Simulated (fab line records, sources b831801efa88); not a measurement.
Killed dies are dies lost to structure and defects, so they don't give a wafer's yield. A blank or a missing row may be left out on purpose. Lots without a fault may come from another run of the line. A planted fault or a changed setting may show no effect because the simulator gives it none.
Which tool did it? | flow gf180mcu | 24 lots, 72 wafers sampled, at 4 steps of a route of 602

WHAT THE GAUGES READ, wafer by wafer
GF_V1_THK_MEAS_03.
lot  | measured     | on            | V1_CVD_02_THK (nm)
L074 | day 17 04:44 | film_metro-02 | 853 849 852
L075 | day 17 10:51 | film_metro-03 | 836 835 849
L076 | day 17 20:10 | film_metro-03 | 860 856 867
L077 | day 18 06:38 | film_metro-04 | 847 849 855
L078 | day 18 16:57 | film_metro-04 | 851 857 863
L079 | day 19 04:50 | film_metro-04 | 843 876 881
L080 | day 19 19:15 | film_metro-03 | 845 844 871
L081 | day 19 20:33 | film_metro-02 | 858 853 838
L082 | day 20 12:17 | film_metro-03 | 841 860 864
L083 | day 21 04:13 | film_metro-02 | 839 858 859
L084 | day 21 06:13 | film_metro-04 | 818 837 821
L085 | day 21 13:16 | film_metro-04 | 829 857 841
L086 | day 21 16:31 | film_metro-02 | 849 852 867
L087 | day 22 10:14 | film_metro-03 | 822 833 843
L088 | day 22 15:17 | film_metro-04 | 838 824 846
L089 | day 22 23:10 | film_metro-04 | 823 849 868
L090 | day 23 10:12 | film_metro-02 | 849 862 858
L091 | day 23 14:44 | film_metro-03 | 840 871 857
L092 | day 23 19:58 | film_metro-04 | 851 838 852
L093 | day 24 07:31 | film_metro-04 | 851 852 866
L094 | day 24 14:21 | film_metro-02 | 876 865 879
L095 | day 24 17:35 | film_metro-02 | 840 832 847
L096 | day 25 03:31 | film_metro-02 | 851 865 856
L097 | day 25 14:21 | film_metro-04 | 851 858 872

GF_V1_THK_MEAS_25: measures by xrf.
lot  | measured     | on            | V1_W_THK (nm)
L074 | day 18 04:55 | film_metro-04 | 358 361 350
L075 | day 18 12:09 | film_metro-04 | 347 354 347
L076 | day 18 22:44 | film_metro-02 | 369 364 357
L077 | day 19 08:00 | film_metro-02 | 345 344 349
L078 | day 19 19:01 | film_metro-04 | 323 326 327
L079 | day 20 07:04 | film_metro-03 | 338 342 338
L080 | day 20 20:58 | film_metro-03 | 341 342 337
L081 | day 20 22:13 | film_metro-02 | 352 354 352
L082 | day 21 14:08 | film_metro-04 | 344 341 347
L083 | day 22 05:15 | film_metro-04 | 343 339 344
L084 | day 22 07:32 | film_metro-04 | 347 357 347
L085 | day 22 14:35 | film_metro-02 | 359 350 363
L086 | day 22 17:12 | film_metro-04 | 353 355 344
L087 | day 23 11:02 | film_metro-02 | 363 354 363
L088 | day 23 15:48 | film_metro-04 | 342 355 359
L089 | day 23 22:41 | film_metro-04 | 360 361 341
L090 | day 24 10:17 | film_metro-04 | 343 357 340
L091 | day 24 14:49 | film_metro-04 | 344 359 359
L092 | day 24 20:16 | film_metro-04 | 356 346 352
L093 | day 25 07:52 | film_metro-04 | 357 354 354
L094 | day 25 13:55 | film_metro-03 | 350 361 352
L095 | day 25 17:09 | film_metro-02 | 368 366 359
L096 | day 26 01:38 | film_metro-04 | 352 348 350
L097 | day 26 13:35 | film_metro-03 | 351 338 353

GF_V2_BOW_MEAS_05.
lot  | measured     | on            | V2_BOW (um)
L074 | day 19 07:37 | film_metro-01 | 103 115 96
L075 | day 19 14:27 | film_metro-01 | 117 116 103
L076 | day 20 01:06 | film_metro-01 | 97 94 95
L077 | day 20 10:24 | film_metro-01 | 90 88 89
L078 | day 20 21:26 | film_metro-02 | 101 104 108
L079 | day 21 08:43 | film_metro-01 | 99 103 107
L080 | day 21 22:50 | film_metro-01 | 89 97 94
L081 | day 21 23:41 | film_metro-01 | 108 98 104
L082 | day 22 15:50 | film_metro-03 | 105 100 101
L083 | day 23 06:38 | film_metro-03 | 112 104 103
L084 | day 23 08:47 | film_metro-03 | 97 89 87
L085 | day 23 15:19 | film_metro-01 | 92 93 101
L086 | day 23 18:05 | film_metro-02 | 98 100 106
L087 | day 24 11:48 | film_metro-03 | 89 94 97
L088 | day 24 16:08 | film_metro-02 | 113 96 112
L089 | day 24 22:38 | film_metro-02 | 95 101 103
L090 | day 25 10:28 | film_metro-01 | 107 104 110
L091 | day 25 14:52 | film_metro-01 | 109 99 110
L092 | day 25 18:48 | film_metro-01 | 85 90 96
L093 | day 26 06:27 | film_metro-02 | 95 98 103
L094 | day 26 12:53 | film_metro-02 | 113 104 94
L095 | day 26 16:17 | film_metro-03 | 93 98 96
L096 | day 27 00:26 | film_metro-01 | 87 89 92
L097 | day 27 12:23 | film_metro-02 | 106 95 99

GF_V2_RS_MEAS_24: measures by four-point-probe.
lot  | measured     | on            | V2_W_RS (ohm/sq)
L074 | day 20 09:02 | film_metro-03 | 0.336 0.328 0.334
L075 | day 20 15:45 | film_metro-02 | 0.333 0.333 0.328
L076 | day 21 02:49 | film_metro-01 | 0.326 0.327 0.315
L077 | day 21 11:27 | film_metro-02 | 0.330 0.325 0.325
L078 | day 21 22:43 | film_metro-02 | 0.326 0.328 0.330
L079 | day 22 09:53 | film_metro-01 | 0.320 0.332 0.321
L080 | day 22 22:35 | film_metro-03 | 0.313 0.326 0.327
L081 | day 23 00:10 | film_metro-02 | 0.330 0.329 0.331
L082 | day 23 16:35 | film_metro-03 | 0.325 0.322 0.321
L083 | day 24 06:06 | film_metro-03 | 0.323 0.323 0.321
L084 | day 24 08:54 | film_metro-03 | 0.323 0.331 0.322
L085 | day 24 14:53 | film_metro-02 | 0.331 0.323 0.319
L086 | day 24 17:57 | film_metro-01 | 0.339 0.334 0.324
L087 | day 25 10:33 | film_metro-02 | 0.317 0.329 0.318
L088 | day 25 14:41 | film_metro-03 | 0.323 0.334 0.327
L089 | day 25 20:34 | film_metro-03 | 0.328 0.324 0.319
L090 | day 26 08:46 | film_metro-03 | 0.326 0.334 0.324
L091 | day 26 12:48 | film_metro-03 | 0.317 0.331 0.321
L092 | day 26 16:55 | film_metro-01 | 0.312 0.314 0.315
L093 | day 27 03:39 | film_metro-01 | 0.324 0.336 0.334
L094 | day 27 10:00 | film_metro-01 | 0.331 0.335 0.329
L095 | day 27 13:47 | film_metro-02 | 0.329 0.331 0.328
L096 | day 27 21:49 | film_metro-02 | 0.328 0.316 0.329
L097 | day 28 09:28 | film_metro-02 | 0.327 0.322 0.331

WHICH TOOL RAN EACH LOT (tool, then ch and the chambers of the sampled wafers, then the start)
The record holds no process step before these readings.

WHAT THE TOOLS THEMSELVES READ (means of the sampled wafers that have a number; where no wafer has one, the mark that the record gives instead)
The record holds no such reading with a usual standard deviation.

THE ANSWER, worked out from the rows above alone
Rule: what is usual is taken from the lots themselves. Put in order of their means at a reading, lots are off if they are a third of the lots or fewer, leave a main group of 4 or more, and stand apart from it by a gap of 3 or more times the standard deviation of the main group's means; of several such gaps the widest counts. A main group whose means are all the same, to the digits that the tables above print for the reading, isn't used. A lot without any number at a reading at which 4 lots or more have one is off too. The other lots that the step has rows for count as sound. The gauges are gone through in route order, then the tools' own readings, and for those a lot's mean is taken as printed above. The first step at which some lot is off is used, and at that step the reading that is off furthest; a lot without a number counts as furthest.
No lot is off at any reading shown: from this, nothing can be told.

WHAT THE SIMULATOR HAD PUT IN
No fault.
